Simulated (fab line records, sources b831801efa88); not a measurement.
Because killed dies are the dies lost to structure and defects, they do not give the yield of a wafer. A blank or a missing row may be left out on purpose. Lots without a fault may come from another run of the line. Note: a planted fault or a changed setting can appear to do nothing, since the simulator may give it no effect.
2 desks looking at one fault    flow sky130    what lay behind the numbers comes last; until then each desk has only its own

METROLOGY DESK
Means of the sampled wafers that have a number, per lot and without regard to the tool the lot ran on: this is what the gauges read. Any lot whose mean is over 4 standard deviations away from the usual mean is out of limits and marked OUT; that distance is given in the brackets.
Columns: A = cdNm at SKY_VT_ADJUST_NCORE_CD_MEAS_07, usual 379.5 nm; B = LDD_HVP_OVL at SKY_LDD_HVP_OVL_MEAS_07, usual -0.1 nm; C = LDD_HVP_TW at SKY_LDD_HVP_TW_MEAS_10, usual 455
lot   first seen here  A      B     C
L375  day 8 22:39      382.4  -0.3  457
L376  day 9 06:29      376.8  0.0   453
L381  day 10 22:27     380.0  -1.3  452
L382  day 11 10:17     379.2  -0.5  470 (+4.9) OUT
L384  day 12 11:29     377.5  0.4   467
L388  day 13 12:32     378.8  -1.2  462
L389  day 13 14:02     376.1  -0.6  456
L390  day 13 21:17     384.4  -1.0  453
L392  day 14 12:11     377.7  0.8   452
L393  day 14 13:30     377.5  -1.6  456
L395  day 15 03:45     382.5  1.8   460
L396  day 15 10:41     378.7  -1.9  455
This desk finds L382 out of limits, with the earliest case on L382 at day 25 09:40 (LDD_HVP_TW at SKY_LDD_HVP_TW_MEAS_10). L375, L376, L381, L384, L388, L389, L390, L392, L393, L395, L396: within limits.

TOOL OWNER'S DESK, implanter-01
SKY_LDD_HVP_IMPLANT_08, tool's own readings: per-lot mean of the sampled wafers with a number, covering each lot this tool ran. Any lot whose mean is over 4 standard deviations away from the usual mean is out of limits and marked OUT; that distance is given in the brackets.
Columns: A = beamEnergyKeV at SKY_LDD_HVP_IMPLANT_08, usual 20.000; B = endStationPressureTorr at SKY_LDD_HVP_IMPLANT_08, usual 5.08e-06 Torr
lot   first seen here  A                         B
L376  day 22 13:25     20.004                    5.21e-06
L381  day 24 12:58     19.997                    5.09e-06
L382  day 25 09:25     23.706 (+99 or more) OUT  5.02e-06
L384  day 26 14:46     23.705 (+99 or more) OUT  5.17e-06
L395  day 29 09:17     19.985                    5.02e-06
L396  day 29 15:58     19.989                    4.96e-06
This desk finds L382, L384 out of limits, L382 being first, at day 25 09:25 (beamEnergyKeV at SKY_LDD_HVP_IMPLANT_08). L376, L381, L395, L396: within limits.

BROUGHT TOGETHER
The tool owner's desk had the chance to raise an alarm at day 25 09:25 on L382, L384.
Metrology desk: alarm possible at day 25 09:40 on L382.
The metrology desk has L384 on record, within its limits.
The lots listed all ran SKY_LDD_HVP_IMPLANT_08 on implanter-01.

WHAT WAS PUT IN BY THE SIMULATOR
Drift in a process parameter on implanter-01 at SKY_LDD_HVP_IMPLANT_08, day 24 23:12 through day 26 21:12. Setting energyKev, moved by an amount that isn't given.
Shown lots that were struck: L382, L384.
Delay (hours) between the fault's onset and each desk's first out-of-limits reading: 10 at the tool owner's desk, 10 at the metrology desk.
